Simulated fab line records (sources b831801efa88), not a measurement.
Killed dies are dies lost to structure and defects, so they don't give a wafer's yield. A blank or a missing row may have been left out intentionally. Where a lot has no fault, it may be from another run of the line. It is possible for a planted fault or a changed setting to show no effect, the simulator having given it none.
fab line records -- flow sky130
[record] lots = 10, wafers = 30, last_day = 51
route steps=708 shown NWELL@60 SONOS_ONO@185 LDD_HVP@287 SPACER@306 PAD_OPEN@708
lots that met no fault: taken from a fault-free run of the same line
start_h: start of the lot's first displayed wafer, in hours after the record's first day -- wait_h: time in hours since the lot's previous step -- " identical to the entry in the row above -- L1.1+2: a single row standing in for several wafers -- - value missing, or start not given -- * or withheld: withheld -- < > ~ a bound
route shown NAME@n: a module of which the file shows steps, and the number in the route of the first -- usual: mean/standard deviation of fault-free wafers -- same: alike in all rows -- chamber/n: place in a boat -- sites: the reading at each site -- _std_site: how widely they spread, as a standard deviation -- _edge_site: mean of outer sites minus mean of inner sites -- radius_mm: for every site, how far away it sits from the centre of the wafer -- mask NAME#n: copy n -- behind: tool/chamber where the wafer was last shaped -- hold: the reason the lot was held/the length of the hold in hours/how it ended -- device: the n, p or np transistor that did not switch -- end of line: the tests these same wafers got at the end of their route -- a step without rows: its recipe alone -- killed: not the wafer's yield, but the dies lost to structure and defects at the first sort -- map: a wafer's dies, x killed, . not, _ none there
set.NAME: setting as actually run; set.NAME@STEP: the setting as run at that earlier step -- model.NAME: the simulator's own value behind a step, which no gauge read
steps of the route over a sample of lots; a table a step, a row a wafer
services: a tool's chamber out of use, with start hour (start_h, from the record's first day; less than 0 if before it), hours out, and reason
[[steps]]
[step SKY_NWELL_EXPOSE_07]
[recipe] mask_id = NWM, na = 0.6, source_shape = conventional, sigma_outer = 0.6, polarization = unpolarized, target_cd_nm = 840, dose_mj = 255
lot.wafer,tool,chamber,start_h,wait_h,mask
L711.1+4+5,iline_stepper-01,0,89.08,-,NWM#0
L713.2+5+6,iline_stepper-02,0,97.05,-,NWM#0
L716.3+5+6,iline_stepper-01,0,113.17,-,NWM#0
L717.1+2+5,iline_stepper-02,0,116.96,-,NWM#0
L719.1+3+6,iline_stepper-01,0,130.48,-,NWM#0
L722.4+5+6,iline_stepper-01,0,142.84,-,NWM#0
L723.1+3+6,iline_stepper-01,0,152.93,-,NWM#0
L726.2+3+4,iline_stepper-01,0,163.39,-,NWM_COMPLEMENT#0
L727.1+3+4,iline_stepper-02,0,169.57,-,NWM#0
L734.4+5+6,iline_stepper-02,0,214.67,-,NWM#0
[step SKY_NWELL_OVL_MEAS_10]
[usual] NWELL_00_OVL = 0.4/1.5
lot.wafer,tool,chamber,start_h,wait_h,NWELL_00_OVL[nm]
L711.1,overlay-02,-,97.70,-,-1.7
L711.4,overlay-02,-,97.70,-,-0.8
L711.5,overlay-02,-,97.70,-,-0.3
L713.2,overlay-01,-,105.61,-,1.4
L713.5,overlay-01,-,105.61,-,2.4
L713.6,overlay-01,-,105.61,-,2.6
L716.3,overlay-02,-,122.71,-,0.8
L716.5,overlay-02,-,122.71,-,0.6
L716.6,overlay-02,-,122.71,-,0.1
L717.1,overlay-01,-,126.33,-,-0.4
L717.2,overlay-01,-,126.33,-,-0.9
L717.5,overlay-01,-,126.33,-,0.4
L719.1,overlay-02,-,140.50,-,-1.7
L719.3,overlay-02,-,140.50,-,-0.2
L719.6,overlay-02,-,140.50,-,-0.4
L722.4,overlay-02,-,152.12,-,0.2
L722.5,overlay-02,-,152.12,-,-0.2
L722.6,overlay-02,-,152.12,-,-0.8
L723.1,overlay-02,-,163.30,-,-0.5
L723.3,overlay-02,-,163.30,-,-0.9
L723.6,overlay-02,-,163.30,-,-0.7
L726.2,overlay-02,-,173.49,-,-
L726.3,overlay-02,-,173.49,-,-
L726.4,overlay-02,-,173.49,-,-
L727.1,overlay-02,-,179.63,-,1.3
L727.3,overlay-02,-,179.63,-,1.0
L727.4,overlay-02,-,179.63,-,-0.5
L734.4,overlay-02,-,225.57,-,4.8
L734.5,overlay-02,-,225.57,-,3.9
L734.6,overlay-02,-,225.57,-,4.4
[step SKY_NWELL_TW_MEAS_15]
[usual] NWELL_TW = 1826/8.6
lot.wafer,tool,chamber,start_h,wait_h,NWELL_TW
L711.1,film_metro-02,-,98.29,0.1,1827
L711.4,film_metro-02,-,98.29,0.1,1829
L711.5,film_metro-02,-,98.29,0.1,1839
L713.2,film_metro-04,-,106.20,0.1,1820
L713.5,film_metro-04,-,106.20,0.1,1827
L713.6,film_metro-04,-,106.20,0.1,1820
L716.3,film_metro-02,-,123.31,0.1,1827
L716.5,film_metro-02,-,123.31,0.1,1820
L716.6,film_metro-02,-,123.31,0.1,1840
L717.1,film_metro-01,-,126.92,0.1,1824
L717.2,film_metro-01,-,126.92,0.1,1816
L717.5,film_metro-01,-,126.92,0.1,1819
L719.1,film_metro-04,-,141.09,0.1,1833
L719.3,film_metro-04,-,141.09,0.1,1831
L719.6,film_metro-04,-,141.09,0.1,1834
L722.4,film_metro-04,-,152.72,0.1,1817
L722.5,film_metro-04,-,152.72,0.1,1824
L722.6,film_metro-04,-,152.72,0.1,1826
L723.1,film_metro-01,-,163.89,0.1,1812
L723.3,film_metro-01,-,163.89,0.1,1805
L723.6,film_metro-01,-,163.89,0.1,1819
L726.2,film_metro-01,-,174.08,0.1,30
L726.3,film_metro-01,-,174.08,0.1,30
L726.4,film_metro-01,-,174.08,0.1,30
L727.1,film_metro-02,-,180.22,0.1,1821
L727.3,film_metro-02,-,180.22,0.1,1824
L727.4,film_metro-02,-,180.22,0.1,1823
L734.4,film_metro-01,-,226.17,0.1,1827
L734.5,film_metro-01,-,226.17,0.1,1821
L734.6,film_metro-01,-,226.17,0.1,1837
[step SKY_NWELL_TW_MEAS_26]
[usual] NWELL_2_TW = 499.6/2.8
lot.wafer,tool,chamber,start_h,wait_h,NWELL_2_TW
L711.1,film_metro-04,-,117.19,0.1,495.2
L711.4,film_metro-04,-,117.19,0.1,495.4
L711.5,film_metro-04,-,117.19,0.1,496.3
L713.2,film_metro-04,-,125.40,0.1,496.8
L713.5,film_metro-04,-,125.40,0.1,495.4
L713.6,film_metro-04,-,125.40,0.1,498.8
L716.3,film_metro-02,-,143.31,0.1,502.1
L716.5,film_metro-02,-,143.31,0.1,501.3
L716.6,film_metro-02,-,143.31,0.1,502.2
L717.1,film_metro-02,-,146.54,0.1,500.3
L717.2,film_metro-02,-,146.54,0.1,501.3
L717.5,film_metro-02,-,146.54,0.1,501.8
L719.1,film_metro-04,-,160.99,0.1,500.5
L719.3,film_metro-04,-,160.99,0.1,499.9
L719.6,film_metro-04,-,160.99,0.1,500.7
L722.4,film_metro-04,-,173.10,0.1,494.7
L722.5,film_metro-04,-,173.10,0.1,495.7
L722.6,film_metro-04,-,173.10,0.1,498.0
L723.1,film_metro-01,-,185.32,0.1,499.0
L723.3,film_metro-01,-,185.32,0.1,497.0
L723.6,film_metro-01,-,185.32,0.1,499.6
L726.2,film_metro-02,-,196.55,0.1,1850.8
L726.3,film_metro-02,-,196.55,0.1,1847.0
L726.4,film_metro-02,-,196.55,0.1,1849.8
L727.1,film_metro-04,-,202.04,0.1,498.0
L727.3,film_metro-04,-,202.04,0.1,500.3
L727.4,film_metro-04,-,202.04,0.1,498.3
L734.4,film_metro-02,-,249.22,0.1,503.6
L734.5,film_metro-02,-,249.22,0.1,500.5
L734.6,film_metro-02,-,249.22,0.1,500.3
[step SKY_SONOS_ONO_STRIP_17]
[recipe] chemistry = O2/N2, power_w = 1400, pressure_mtorr = 1500, platen_temp_c = withheld, o2_flow_sccm = 3000, n2_flow_sccm = 300, overash_fraction = 0.5
[usual] drypump_motor_current_A = 5.86/0.29, oes_product_au = 0.710/0.0041, strip_time_to_endpoint_s = 14.09/0.038
lot.wafer,tool,chamber,start_h,wait_h,drypump_motor_current_A,oes_product_au,rf_hours_counter_h,strip_time_to_endpoint_s
L711.1,plasma_asher-02,1,304.51,0.0,6.32,0.711,17,14.12
L711.4,plasma_asher-02,0,304.51,0.0,5.65,0.709,-,14.05
L711.5,plasma_asher-02,0,304.51,0.0,5.67,0.712,-,14.07
L713.2,plasma_asher-03,1,314.37,0.0,5.61,0.716,48,14.12
L713.5,plasma_asher-03,1,314.37,0.0,5.61,0.717,-,14.11
L713.6,plasma_asher-03,0,314.37,0.0,5.67,0.713,-,14.10
L716.3,plasma_asher-04,0,335.59,0.0,6.19,0.716,-,14.10
L716.5,plasma_asher-04,0,335.59,0.0,6.20,0.709,-,14.06
L716.6,plasma_asher-04,1,335.59,0.0,5.70,0.709,-,14.10
L717.1,plasma_asher-04,1,342.40,0.0,5.66,0.712,65,14.09
L717.2,plasma_asher-04,0,342.40,0.0,6.14,0.708,65,14.10
L717.5,plasma_asher-04,0,342.40,0.0,6.23,0.711,-,14.08
L719.1,plasma_asher-02,1,357.54,0.0,6.33,0.710,22,14.13
L719.3,plasma_asher-02,1,357.54,0.0,6.34,0.718,-,14.15
L719.6,plasma_asher-02,1,357.54,0.0,6.33,0.706,-,14.13
L722.4,plasma_asher-04,0,376.03,0.0,6.20,0.710,-,14.00
L722.5,plasma_asher-04,1,376.03,0.0,5.67,0.709,-,14.03
L722.6,plasma_asher-04,0,376.03,0.0,6.22,0.707,-,14.03
L723.1,plasma_asher-02,1,394.97,0.0,6.34,0.714,26,14.14
L723.3,plasma_asher-02,0,394.97,0.0,5.68,0.706,-,14.06
L723.6,plasma_asher-02,0,394.97,0.0,5.66,0.703,-,14.09
L726.2,plasma_asher-02,1,413.02,0.0,6.32,0.705,27,14.08
L726.3,plasma_asher-02,1,413.02,0.0,6.30,0.706,-,14.08
L726.4,plasma_asher-02,0,413.02,0.0,5.69,0.708,-,14.05
L727.1,plasma_asher-03,1,416.19,0.0,5.63,0.709,58,14.12
L727.3,plasma_asher-03,1,416.19,0.0,5.61,0.711,-,14.12
L727.4,plasma_asher-03,0,416.19,0.0,5.71,0.710,-,14.09
L734.4,plasma_asher-04,0,480.24,0.0,6.17,0.710,-,14.07
L734.5,plasma_asher-04,1,480.24,0.0,5.69,0.718,-,14.12
L734.6,plasma_asher-04,0,480.24,0.0,6.10,0.710,-,14.08
[step SKY_LDD_HVP_STRIP_09]
[recipe] chemistry = O2/N2, power_w = 1400, pressure_mtorr = 1500, platen_temp_c = withheld, o2_flow_sccm = 3000, n2_flow_sccm = 300, overash_fraction = 0.5
[usual] drypump_motor_current_A = 5.6/0.41, oes_product_au = 0.408/0.0042, strip_time_to_endpoint_s = 4.132/0.015
lot.wafer,tool,chamber,start_h,wait_h,drypump_motor_current_A,oes_product_au,rf_hours_counter_h,strip_time_to_endpoint_s
L711.1,plasma_asher-01,0,524.87,0.1,5.0,0.410,83,4.118
L711.4,plasma_asher-01,0,524.87,0.1,5.0,0.406,-,4.145
L711.5,plasma_asher-01,0,524.87,0.1,5.0,0.404,-,4.140
L713.2,plasma_asher-04,0,539.33,0.1,6.2,0.405,11,4.117
L713.5,plasma_asher-04,1,539.33,0.1,5.7,0.409,-,4.122
L713.6,plasma_asher-04,0,539.33,0.1,6.2,0.412,-,4.125
L716.3,plasma_asher-01,1,562.57,0.1,5.7,0.410,-,4.122
L716.5,plasma_asher-01,0,562.57,0.1,5.0,0.408,-,4.146
L716.6,plasma_asher-01,1,562.57,0.1,5.7,0.410,-,4.140
L717.1,plasma_asher-04,1,569.23,0.1,5.7,0.408,14,4.130
L717.2,plasma_asher-04,0,569.23,0.1,6.2,0.409,14,4.112
L717.5,plasma_asher-04,1,569.23,0.1,5.7,0.411,-,4.127
L719.1,plasma_asher-01,0,581.78,0.1,5.0,0.419,89,4.126
L719.3,plasma_asher-01,0,581.78,0.1,5.0,0.407,-,4.106
L719.6,plasma_asher-01,0,581.78,0.1,5.0,0.411,-,4.114
L722.4,plasma_asher-01,0,603.22,0.1,5.0,0.402,-,4.113
L722.5,plasma_asher-01,0,603.22,0.1,5.0,0.409,-,4.136
L722.6,plasma_asher-01,1,603.22,0.1,5.7,0.409,-,4.144
L723.1,plasma_asher-01,1,625.08,0.1,5.7,0.410,94,4.126
L723.3,plasma_asher-01,1,625.08,0.1,5.7,0.408,-,4.154
L723.6,plasma_asher-01,0,625.08,0.1,5.0,0.412,-,4.124
L726.2,plasma_asher-01,0,638.56,0.1,5.0,0.413,95,4.141
L726.3,plasma_asher-01,1,638.56,0.1,5.7,0.407,-,4.156
L726.4,plasma_asher-01,0,638.56,0.1,5.0,0.402,-,4.138
L727.1,plasma_asher-04,0,640.41,0.1,6.2,0.413,21,4.126
L727.3,plasma_asher-04,0,640.41,0.1,6.2,0.404,-,4.136
L727.4,plasma_asher-04,1,640.41,0.1,5.7,0.413,-,4.137
L734.4,plasma_asher-01,1,699.15,0.1,5.7,0.411,-,4.121
L734.5,plasma_asher-01,0,699.15,0.1,5.0,0.401,-,4.136
L734.6,plasma_asher-01,1,699.15,0.1,5.7,0.409,-,4.136
[step SKY_SPACER_ETCHBACK_02]
[recipe] chemistry = CH3F/O2, target = Si3N4, stop_on = SiO2, source_w = 400, bias_w = 80, pressure_mtorr = 25, ch3f_flow_sccm = 40, O2_flow_sccm = 30, time_s = 46.7, target_depth_a = 450
[usual] drypump_motor_current_A = 5.9/0.49, oes_product_au = 0.852/0.0068, throttle_valve_pct = 10.562/0.0088
lot.wafer,tool,chamber,start_h,wait_h,drypump_motor_current_A,oes_product_au,rf_hours_counter_h,throttle_valve_pct
L711.1,rie_diel-03,0,559.32,0.1,5.7,0.858,8,10.562
L711.4,rie_diel-03,0,559.32,0.1,5.7,0.857,-,10.562
L711.5,rie_diel-03,1,559.32,0.1,5.8,0.855,-,10.562
L713.2,rie_diel-02,3,571.54,0.0,5.7,0.855,2,10.555
L713.5,rie_diel-02,0,571.54,0.0,5.7,0.858,-,10.553
L713.6,rie_diel-02,1,571.54,0.0,6.6,0.847,-,10.564
L716.3,rie_diel-03,1,594.98,0.0,5.8,0.846,2,10.573
L716.5,rie_diel-03,0,594.98,0.0,5.7,0.844,-,10.579
L716.6,rie_diel-03,3,594.98,0.0,6.4,0.847,-,10.548
L717.1,rie_diel-03,3,602.37,0.1,6.4,0.857,1,10.556
L717.2,rie_diel-03,0,602.37,0.1,5.7,0.862,9,10.559
L717.5,rie_diel-03,0,602.37,0.1,5.7,0.846,-,10.572
L719.1,rie_diel-03,0,613.72,0.1,5.7,0.866,9,10.554
L719.3,rie_diel-03,2,613.72,0.1,5.2,0.852,66,10.553
L719.6,rie_diel-03,0,613.72,0.1,5.7,0.849,-,10.564
L722.4,rie_diel-01,2,636.22,0.0,5.2,0.856,35,10.570
L722.5,rie_diel-01,3,636.22,0.0,5.7,0.863,-,10.562
L722.6,rie_diel-01,0,636.22,0.0,6.1,0.858,-,10.583
L723.1,rie_diel-02,3,656.01,0.1,5.6,0.860,4,10.560
L723.3,rie_diel-02,2,656.01,0.1,6.8,0.847,2,10.570
L723.6,rie_diel-02,0,656.01,0.1,5.7,0.859,-,10.559
L726.2,rie_diel-03,3,669.32,0.0,6.4,0.842,2,10.561
L726.3,rie_diel-03,1,669.32,0.0,5.7,0.858,3,10.556
L726.4,rie_diel-03,0,669.32,0.0,5.7,0.844,11,10.581
L727.1,rie_diel-02,2,673.48,0.1,6.7,0.847,2,10.560
L727.3,rie_diel-02,3,673.48,0.1,5.5,0.855,4,10.559
L727.4,rie_diel-02,1,673.48,0.1,6.6,0.856,37,10.566
L734.4,rie_diel-03,3,730.06,0.0,6.4,0.860,4,10.571
L734.5,rie_diel-03,2,730.06,0.0,5.2,0.856,-,10.558
L734.6,rie_diel-03,3,730.06,0.0,6.4,0.868,-,10.577
[step SKY_PAD_OPEN_PROBE_99]
[usual] killed_at_M0_to_M3 = 43/7.5, killed_at_M4_up = 3.2/1.9, killed_at_contacts = 24/5.6, killed_at_front_end = 15/4.8, killed_at_other = 0.2/0.54, killed_dies = 86/11, killed_on_rim = 17/3.6, killed_open = 47/7.6, killed_short = 39/7.1
[same] gross_dies = 492, killed_at_back_side = 0
lot.wafer,tool,chamber,start_h,wait_h,killed_at_M0_to_M3,killed_at_M4_up,killed_at_contacts,killed_at_front_end,killed_at_other,killed_dies,killed_on_rim,killed_open,killed_short
L719.1,prober-02,-,1146.30,0.1,41,2,31,16,1,91,22,52,39
L719.3,prober-02,-,1146.40,0.2,48,2,34,15,0,99,22,53,46
L719.6,prober-02,-,1146.55,0.2,31,4,21,18,0,74,16,43,31
L726.2,prober-01,-,1180.80,0.1,41,4,23,424,0,492,96,34,43
L726.3,prober-01,-,1180.85,0.2,60,7,26,399,0,492,96,56,51
L726.4,prober-01,-,1180.90,0.2,39,3,22,428,0,492,96,43,35
L727.1,prober-02,-,1185.30,0.1,67,5,19,17,0,108,15,56,52
L727.3,prober-02,-,1185.40,0.2,43,1,28,20,0,92,14,42,50
L727.4,prober-02,-,1185.45,0.2,46,4,21,16,0,87,17,52,35
// killed by level:class
L719.1 CONTACT:geometric_particle:open=11 VIA1:geometric_particle:open=11 CONTACT:geometric_particle:short=9 FIELD_ISO:geometric_particle:open=7 VIA2:geometric_particle:open=7 VIA1:geometric_particle:short=5 LI_CONTACT:geometric_particle:open=5 METAL2:geometric_particle:short=5
L719.3 CONTACT:geometric_particle:open=13 VIA1:geometric_particle:short=9 VIA1:geometric_particle:open=8 VIA3:geometric_particle:open=8 LI_CONTACT:geometric_particle:open=6 VIA2:geometric_particle:open=5 CONTACT:geometric_particle:short=5 VIA3:geometric_particle:short=5
L719.6 LI_CONTACT:geometric_particle:open=10 VIA3:geometric_particle:open=8 FIELD_ISO:geometric_particle:open=6 VIA2:geometric_particle:open=5 FIELD_ISO:geometric_particle:short=4 CONTACT:geometric_particle:open=4 CONTACT:geometric_particle:short=4 VIA1:geometric_particle:short=4
L726.2 NWELL:area_expose=415 CONTACT:geometric_particle:open=9 VIA1:geometric_particle:open=7 CONTACT:geometric_particle:short=6 METAL1:geometric_particle:short=6 VIA2:geometric_particle:short=6 METAL2:geometric_particle:short=5 VIA2:geometric_particle:open=5
L726.3 NWELL:area_expose=385 VIA1:geometric_particle:open=14 VIA3:geometric_particle:open=9 VIA2:geometric_particle:open=7 LI_CONTACT:geometric_particle:open=7 METAL2:geometric_particle:short=7 LOCAL_INTERCONNECT:geometric_particle:short=6 VIA1:geometric_particle:short=6
L726.4 NWELL:area_expose=414 METAL1:geometric_particle:short=9 LI_CONTACT:geometric_particle:open=8 CONTACT:geometric_particle:open=8 VIA2:geometric_particle:open=7 FIELD_ISO:geometric_particle:open=6 VIA1:geometric_particle:open=6 VIA3:geometric_particle:open=5
L727.1 VIA1:geometric_particle:open=15 VIA2:geometric_particle:open=9 METAL2:geometric_particle:short=9 FIELD_ISO:geometric_particle:short=7 VIA3:geometric_particle:short=6 CONTACT:geometric_particle:open=6 METAL1:geometric_particle:short=6 LI_CONTACT:geometric_particle:open=5
L727.3 VIA1:geometric_particle:open=10 CONTACT:geometric_particle:open=7 LI_CONTACT:geometric_particle:open=6 CONTACT:geometric_particle:short=6 VIA2:geometric_particle:short=6 VIA2:geometric_particle:open=6 FIELD_ISO:geometric_particle:open=5 LOCAL_INTERCONNECT:geometric_particle:short=5
L727.4 VIA1:geometric_particle:open=12 LI_CONTACT:geometric_particle:open=8 CONTACT:geometric_particle:open=7 METAL2:geometric_particle:short=7 VIA3:geometric_particle:open=6 VIA2:geometric_particle:short=5 VIA2:geometric_particle:open=5 SPACER:geometric_particle:open=4
[[services]]
tool,chamber,start_h,hours,kind
plasma_asher-04,-,139.27,1.2,repair
iline_stepper-01,-,156.75,0.5,repair
rie_diel-03,2,193.10,7.8,repair
iline_stepper-01,-,214.02,1.7,pm
plasma_asher-01,-,247.29,0.4,repair
rie_diel-03,1,283.51,5.1,repair
rie_diel-03,2,289.81,6.2,repair
rie_diel-03,0,293.76,4.0,repair
rie_diel-03,-,337.61,11.1,repair
iline_stepper-01,-,412.79,20.8,repair
plasma_asher-04,-,420.62,2.8,pm
plasma_asher-04,-,423.37,9.0,pm
rie_diel-03,3,424.36,3.6,repair
iline_stepper-01,-,433.57,1.7,pm
plasma_asher-01,-,489.92,2.8,repair
rie_diel-03,-,509.82,14.6,pm
iline_stepper-01,-,544.14,1.3,repair
rie_diel-03,2,608.39,1.2,repair
rie_diel-03,1,608.43,9.9,repair
plasma_asher-04,-,611.18,10.0,pm
plasma_asher-01,-,613.28,2.8,pm
iline_stepper-01,-,650.38,1.7,pm
rie_diel-03,2,653.62,5.2,repair
plasma_asher-01,-,708.97,1.2,repair
[[key]]
[first_sign] step = SKY_NWELL_EXPOSE_07, reading = mask, direction = changed
[effect] step = SKY_NWELL_OVL_MEAS_10, reading = NWELL_00_OVL, direction = missing
[effect] step = SKY_NWELL_TW_MEAS_15, reading = NWELL_TW, direction = down, sigmas = 99+, usual = 1826, struck = 30
[effect] step = SKY_NWELL_TW_MEAS_26, reading = NWELL_2_TW, direction = up, sigmas = 99+, usual = 499.6, struck = 1849.2
[effect] step = SKY_PAD_OPEN_PROBE_99, reading = killed_at_front_end, direction = up, sigmas = 84, usual = 15, struck = 417
[more_kills_born_at] SKY_NWELL_EXPOSE_07@iline_stepper-01 = 1214
met_at SKY_NWELL_EXPOSE_07
struck_lots L726
tester_left_out L726
not_acting_at SKY_SONOS_ONO_STRIP_17,SKY_LDD_HVP_STRIP_09,SKY_SPACER_ETCHBACK_02
onset_between 152.93 163.39
[fault] kind = wrong_mask, tool = any, chamber = -, onset_h = 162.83, steps = SKY_NWELL_EXPOSE_07, aux_copy = NWM_COMPLEMENT#0, scope = struck_lots_only
// tester_left_out: of these lots the tester's yield and bins aren't shown, on N5 and GAA mostly nor the transistor test; their killed dies are dies lost to structure and defects alone, not to doping, threshold or leakage, so they don't give the yield
